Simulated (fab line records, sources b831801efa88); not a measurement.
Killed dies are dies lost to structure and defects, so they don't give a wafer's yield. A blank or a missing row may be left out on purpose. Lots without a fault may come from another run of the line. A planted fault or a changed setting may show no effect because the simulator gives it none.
One fault seen from 2 desks | flow gf180mcu | each desk has only its own numbers; what lay behind them comes last

THE TOOL OWNER'S DESK: pecvd-02
The tool's own readings at GF_MIM_CVD_05 (deposits Si3N4, target thk 42 nm, time 29.086 s): means of the sampled wafers that have a number, for each lot that ran on this tool. A lot is out of limits, marked OUT, if its mean lies more than 4 standard deviations from the usual mean; the brackets give that distance.
Columns: A = heater_power_outer_w at GF_MIM_CVD_05, usual 402 W; B = heater_power_w at GF_MIM_CVD_05, usual 697 W; C = susceptor_temp_C at GF_MIM_CVD_05, usual 385.02 C
lot  | first seen here | A   | B   | C
L963 | day 26 09:54    | 407 | 676 | 384.77
L979 | day 30 23:53    | 413 | 700 | 385.14
This desk's finding: nothing out of limits on any of the 2 lots.

THE METROLOGY DESK
What the gauges read, lot by lot, whatever tool the lot ran on: means of the sampled wafers that have a number. A lot is out of limits, marked OUT, if its mean lies more than 4 standard deviations from the usual mean; the brackets give that distance.
Columns: A = V4_W_RS at GF_V4_RS_MEAS_24, usual 0.3281 ohm/sq; B = V4_W_THK at GF_V4_THK_MEAS_25, usual 351 nm; C = MIM_CVD_05_THK at GF_MIM_THK_MEAS_06, usual 42.2 nm; D = MIM_ALCU_RS at GF_MIM_RS_MEAS_10, usual 0.1602 ohm/sq; E = MIM_ALCU_THK at GF_MIM_THK_MEAS_11, usual 201.4 nm; F = cd_nm at GF_M5_CD_MEAS_07, usual 280.4 nm; G = M5_OVL at GF_M5_OVL_MEAS_08, usual 2 nm
lot  | first seen here | A      | B   | C    | D      | E     | F     | G
L963 | day 26 09:12    | 0.3298 | 346 | 42.8 | 0.1604 | 202.0 | 279.6 | 5
L972 | day 29 01:16    | 0.3280 | 348 | 42.1 | 0.1613 | 200.1 | 279.2 | -7
L979 | day 30 23:11    | 0.3319 | 346 | 41.3 | 0.1613 | 199.7 | 280.7 | 1
L980 | day 31 00:41    | 0.3258 | 358 | 41.9 | 0.1625 | 198.8 | 280.0 | 0
L981 | day 31 04:39    | 0.3291 | 346 | 42.3 | 0.1603 | 200.3 | 281.5 | 4
This desk's finding: nothing out of limits on any of the 5 lots.

PUT TOGETHER
The tool owner's desk saw nothing out of limits.
The metrology desk saw nothing out of limits.

WHAT THE SIMULATOR HAD PUT IN
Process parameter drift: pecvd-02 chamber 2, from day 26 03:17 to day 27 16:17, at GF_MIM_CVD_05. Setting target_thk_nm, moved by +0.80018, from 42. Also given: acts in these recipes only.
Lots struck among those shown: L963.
